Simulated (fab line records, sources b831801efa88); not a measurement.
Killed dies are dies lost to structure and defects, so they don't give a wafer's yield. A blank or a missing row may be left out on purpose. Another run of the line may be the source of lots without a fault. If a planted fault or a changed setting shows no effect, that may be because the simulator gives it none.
Chamber matching -- flow sky130 -- 4 sister chambers for SKY_CONTACT_ETCH_16 on rie_diel-02
The step etches BARC in N2/H2, stops on SiO2, time 45.9 s, target depth 60 nm. 8 wafers are shown with their chamber, then 11 later ones without.

## WAFERS PAIRED WITH THEIR CHAMBERS
wafer,chamber,oes_product_au (a.u.),throttle_valve_pct (%)
L078.2,2,0.854,13.234
L078.4,3,0.857,13.234
L079.3,3,0.858,13.224
L079.5,1,0.851,13.217
L081.1,1,0.850,13.229
L081.2,2,0.854,13.218
L081.3,0,0.853,13.229
L090.2,0,0.851,13.220

## WAFERS WITHOUT THEIR CHAMBER
wafer,oes_product_au (a.u.),throttle_valve_pct (%)
L090.4,0.865,13.208
L090.5,0.848,13.232
L091.1,0.853,13.222
L091.2,0.855,13.237
L091.4,0.861,13.214
L095.1,0.854,13.234
L095.3,0.848,13.213
L095.4,0.853,13.236
L097.1,0.842,13.240
L097.3,0.849,13.210
L097.4,0.857,13.212

## CHAMBER TAKEN BY EACH
wafer,from the rows above,in truth
L090.4,3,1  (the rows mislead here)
L090.5,can't be placed: 1 or 0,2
L091.1,can't be placed: 0 or 2 or 1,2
L091.2,can't be placed: 2 or 3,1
L091.4,3,3
L095.1,can't be placed: 2 or 0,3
L095.3,can't be placed: 1 or 0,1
L095.4,can't be placed: 2 or 0 or 1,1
L097.1,can't be placed: 1 or 0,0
L097.3,can't be placed: 1 or 0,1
L097.4,can't be placed: 3 or 2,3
Placed correctly: 1 of 11. Not placeable from these rows: 9 (in 6, the candidates include the true chamber). Placed wrongly: 1.
How it was worked out, from the rows above alone: a wafer's distance from a chamber is the root of the sum, over the readings, of the square of ((its reading less the chamber's mean) divided by the reading's scatter). The wafer belongs to the nearest chamber; if the next one is less than 2 further off, it can't be placed. A chamber's mean is the mean of its shown wafers. The scatter: take each reading less its chamber's mean, square it, sum over the shown wafers, divide by the number of wafers less the number of chambers, and take the root.
